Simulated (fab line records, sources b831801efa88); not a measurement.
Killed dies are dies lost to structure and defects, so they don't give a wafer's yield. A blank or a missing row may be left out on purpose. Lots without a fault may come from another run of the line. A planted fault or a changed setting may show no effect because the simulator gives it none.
A struck lot beside a sound one | flow gf180mcu | 17 steps out of a route of 602
Sound: wafers L593.2, L593.4, L593.6. Struck: wafers L599.1, L599.5, L599.6. The cause comes at the end.
At each step with rows: each side's tool, then ch and its chambers, then its first start. Under that, the readings that differ: sound wafers | struck wafers | difference of the means | sigmas: that difference in standard deviations of wafers without a fault.
alike: readings whose means differ by less than 2 such deviations, and words and numbers that are the same on both sides. not compared: withheld readings, readings that some wafer has no value for, bounds like >300 that may hide the same value, and numbers for which the record gives no deviation and whose values overlap.
The two part at a step that has a row with sigmas, a row that says differs or no value, or rows on one side only. Numbers that don't overlap but have no deviation are shown without sigmas and don't part them. A reading that every wafer of one side lacks parts them only if that side has two wafers or more.

first, 3 steps without rows for these wafers: GF_V2_EXPOSE_11 (exposes mask Via2, target cd 260 nm); GF_V2_PEB_12 (peb time 90 s); GF_V2_DEVELOP_13 (develop time 60 s).
GF_V2_CD_MEAS_14: target cd 260 nm.
  sound on cd_sem-01, day 21 20:59; struck on cd_sem-01, day 23 20:24
  alike: cd_nm
GF_V2_OVL_MEAS_15:
  sound on overlay-02, day 21 21:05; struck on overlay-01, day 23 20:31
  alike: V2_OVL
GF_V2_ETCH_16: etches BARC in N2/H2.
  sound on rie_diel-04 ch 0,2,3, day 21 21:07; struck on rie_diel-01 ch 0,3, day 23 20:34
  alike: drypump_motor_current_A, oes_product_au, throttle_valve_pct
GF_V2_ETCH_17: etches SiO2 in C4F8/O2/Ar, stops on TiN, target depth 630 nm.
  sound on rie_diel-04 ch 0,2,3; struck on rie_diel-01 ch 0,3
  alike: oes_product_au
GF_V2_STRIP_18: strips in O2/N2.
  sound on plasma_asher-03 ch 0,1, day 21 21:14; struck on plasma_asher-03 ch 0,1, day 23 20:41
  alike: drypump_motor_current_A, heater_power_w, o2_flow_sccm, oes_product_au, platen_temp_c
  not compared: rf_hours_counter_h
then, 3 steps without rows for these wafers: GF_V2_STRIP_19 (strips in post etch residue remover, time 1200 s); GF_V2_CLEAN_20 (cleans in DIW); GF_V2_SPUTTER_21 (material Ti, target thk 15 nm, time 80.02 s).
GF_V2_SPUTTER_22: material TiN, target thk 10 nm, time 40 s.
  sound on pvd_sputter-04, day 21 21:56; struck on pvd_sputter-04, day 23 21:17
  alike: cathode_dc_power_W, throttle_valve_pct
GF_V2_CVD_23: deposits W, target thk 350 nm, time 104.94 s.
  sound on cvd_w-02 ch 0,1, day 21 21:59; struck on cvd_w-02 ch 0,1, day 23 21:19
  reading                          | sound                | struck               | difference | sigmas
  susceptor_temp_C (C)             | 399.70 399.74 400.00 | 397.20 396.99 396.78 | -2.82      | -13
  model.W_of_V2_CVD_23.thk_nm (nm) | 351.2 349.6 355.1    | 329.2 330.9 327.3    | -22.8      |
  alike: heater_power_w
GF_V2_RS_MEAS_24: measures by four-point-probe.
  sound on film_metro-03, day 21 22:07; struck on film_metro-04, day 23 21:26
  reading          | sound             | struck            | difference | sigmas
  V2_W_RS (ohm/sq) | 0.326 0.328 0.323 | 0.348 0.347 0.351 | +0.023     | +7
GF_V2_THK_MEAS_25: measures by xrf.
  sound on film_metro-03, day 21 22:13; struck on film_metro-04, day 23 21:33
  reading       | sound       | struck      | difference | sigmas
  V2_W_THK (nm) | 356 353 359 | 328 331 325 | -28        | -7
GF_V2_CMP_26: polishes, stops on SiO2, t overpolish 15 s, target thk 0 nm.
  sound on cmp-01 ch 0,1,2, day 21 22:19; struck on cmp-02 ch 0,2,3, day 23 21:46
  alike: head_pressure_psi, motor_current_A, slurry_filter_dp_kPa
then, 1 step without rows for these wafers: GF_PASSIVATION_PROBE_99.

WHERE THEY PART
First at GF_V2_CVD_23; last, within this record, at GF_V2_THK_MEAS_25. Later steps at which nothing parts them and some readings are alike: GF_V2_CMP_26.

WHY: what the simulator had put in
Process parameter drift: cvd_w-02, from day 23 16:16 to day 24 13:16, at GF_V2_CVD_23. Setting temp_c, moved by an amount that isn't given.
